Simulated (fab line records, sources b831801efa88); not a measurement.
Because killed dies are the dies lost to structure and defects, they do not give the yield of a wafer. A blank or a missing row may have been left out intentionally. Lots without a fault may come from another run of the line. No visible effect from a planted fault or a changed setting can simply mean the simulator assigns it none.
Which tool is to blame?    flow gf180mcu    13 lots with 39 wafers sampled at 4 steps, on a route of 602 steps

== WHAT THE GAUGES READ, wafer by wafer ==
GF_HV_LDD_CD_MEAS_07: the cd target is 400 nm.
lot   measured      on        cdNm (nm)
L683  day 10 00:05  cdSem-02  401.0 397.9 402.5
L685  day 10 12:27  cdSem-02  396.9 398.7 396.3
L689  day 11 23:39  cdSem-02  398.5 399.3 398.1
L690  day 12 05:06  cdSem-02  398.6 398.5 398.8
L695  day 13 20:17  cdSem-01  398.7 397.8 396.3
L696  day 14 05:08  cdSem-02  404.0 403.1 403.2
L697  day 14 05:45  cdSem-02  400.1 398.2 396.4
L700  day 15 08:34  cdSem-01  396.6 398.6 399.8
L701  day 15 12:49  cdSem-02  403.7 400.1 401.6
L702  day 15 19:26  cdSem-01  398.8 400.8 402.0
L703  day 16 02:56  cdSem-02  395.7 397.6 395.9
L704  day 16 10:56  cdSem-02  401.3 401.1 402.5
L705  day 16 16:49  cdSem-02  400.8 401.4 401.3

GF_PSD_CD_MEAS_07: the cd target is 400 nm.
lot   measured      on        cdNm (nm)
L683  day 14 04:47  cdSem-02  398.9 397.1 398.1
L685  day 14 16:32  cdSem-01  396.4 398.0 397.3
L689  day 16 11:04  cdSem-02  397.5 396.3 398.5
L690  day 16 17:01  cdSem-01  397.9 399.3 400.2
L695  day 18 17:25  cdSem-02  396.9 397.6 398.9
L696  day 19 00:53  cdSem-01  425.1 425.5 425.6 425.0 425.6 425.9
L697  day 19 01:30  cdSem-01  420.8 421.4 418.2 420.2 421.6 418.3
L700  day 20 08:29  cdSem-01  399.1 398.9 398.9
L701  day 20 14:20  cdSem-01  401.3 400.8 401.5
L702  day 20 21:56  cdSem-01  400.1 400.2 402.8
L703  day 21 04:56  cdSem-02  399.0 399.0 396.3
L704  day 21 14:17  cdSem-01  396.8 400.4 400.8
L705  day 21 20:13  cdSem-02  397.8 399.8 398.4

== WHAT TOOL EACH LOT RAN ON (gives the tool, then ch and the chambers of the sampled wafers, and finally the start) ==
lot   GF_HV_LDD_STRIP_49                   GF_PSD_DEVELOP_06
L683  plasmaAsher-02 ch 0,1, day 12 10:26  lithoTrack-01 ch 0, day 14 04:38
L685  plasmaAsher-04 ch 0,1, day 12 21:50  lithoTrack-02 ch 0, day 14 16:23
L689  plasmaAsher-04 ch 0,1, day 14 12:44  lithoTrack-02 ch 0, day 16 10:53
L690  plasmaAsher-03 ch 0,1, day 14 17:35  lithoTrack-01 ch 0, day 16 16:52
L695  plasmaAsher-03 ch 0,1, day 16 13:49  lithoTrack-02 ch 0, day 18 17:16
L696  plasmaAsher-02 ch 0,1, day 16 23:23  lithoTrack-02 ch 0, day 19 00:44
L697  plasmaAsher-03 ch 0,1, day 16 23:43  lithoTrack-02 ch 0, day 19 01:22
L700  plasmaAsher-04 ch 0,1, day 18 05:49  lithoTrack-01 ch 0, day 20 08:20
L701  plasmaAsher-04 ch 0,1, day 18 10:37  lithoTrack-01 ch 0, day 20 14:11
L702  plasmaAsher-03 ch 0,1, day 18 18:01  lithoTrack-04 ch 0, day 20 21:48
L703  plasmaAsher-03 ch 0,1, day 19 01:28  lithoTrack-04 ch 0, day 21 04:48
L704  plasmaAsher-03 ch 0,1, day 19 11:26  lithoTrack-01 ch 0, day 21 14:08
L705  plasmaAsher-02 ch 0,1, day 19 16:40  lithoTrack-04 ch 0, day 21 20:04
- GF_HV_LDD_STRIP_49: strips in O2/N2.
- GF_PSD_DEVELOP_06: develop time 60 s.

== AS READ BY THE TOOLS THEMSELVES (means over the sampled wafers that have a number; for cases with no such wafer, the mark the record gives instead) ==
GF_HV_LDD_STRIP_49.
lot   tool            drypumpMotorCurrentA (A)  heaterPowerW (W)  oesProductAu (a.u.)  stripTimeToEndpointS (s)
L683  plasmaAsher-02  5.3                       361               0.719                12.67
L685  plasmaAsher-04  6.2                       367               0.718                12.63
L689  plasmaAsher-04  6.2                       367               0.719                12.59
L690  plasmaAsher-03  5.6                       326               0.716                12.62
L695  plasmaAsher-03  5.6                       324               0.716                12.65
L696  plasmaAsher-02  5.3                       361               0.721                12.62
L697  plasmaAsher-03  5.5                       334               0.717                12.61
L700  plasmaAsher-04  6.2                       372               0.719                12.60
L701  plasmaAsher-04  5.8                       364               0.716                12.61
L702  plasmaAsher-03  5.6                       323               0.712                12.61
L703  plasmaAsher-03  5.6                       321               0.716                12.60
L704  plasmaAsher-03  5.5                       348               0.712                12.70
L705  plasmaAsher-02  5.4                       361               0.720                12.65

== THE ANSWER, worked out from the rows above alone ==
Rule: usual is defined by the lots themselves. Put in order of their means at a reading, lots are off if they are a third of the lots or fewer, leave a main group of 4 or more, and stand apart from it by a gap of 3 or more times the standard deviation of the main group's means; of several such gaps the widest counts. Not used: any main group whose means are identical at the precision the tables above print for the reading. A lot without any number at a reading at which 4 lots or more have one is off too. The other lots that the step has rows for count as sound. The gauges are gone through in route order, then the tools' own readings, and for those a lot's mean is taken as printed above. The first step at which some lot is off is used, and at that step the reading that is off furthest; a lot without a number counts as furthest.
Off: L696, L697 (GF_PSD_CD_MEAS_07, cdNm). The main group has a mean of 398.8 nm with a standard deviation of 1.3.
A tool fits if, at a process step before that reading, it ran every lot that is off, and no sound lot after the first of them. Gauges at GF_PSD_CD_MEAS_07: tried the same way as those tools. One fits: lithoTrack-02 at GF_PSD_DEVELOP_06. Its last sound lot is L695 (day 18 17:16), its first lot that is off L696 (day 19 00:44): a fault that began between those two fits.

== WHAT THE SIMULATOR HAD INSERTED ==
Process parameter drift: lithoTrack-02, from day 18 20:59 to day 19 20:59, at GF_PSD_DEVELOP_06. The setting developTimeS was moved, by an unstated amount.
Shown lots that were struck: L696, L697. The rule above reached the same finding.
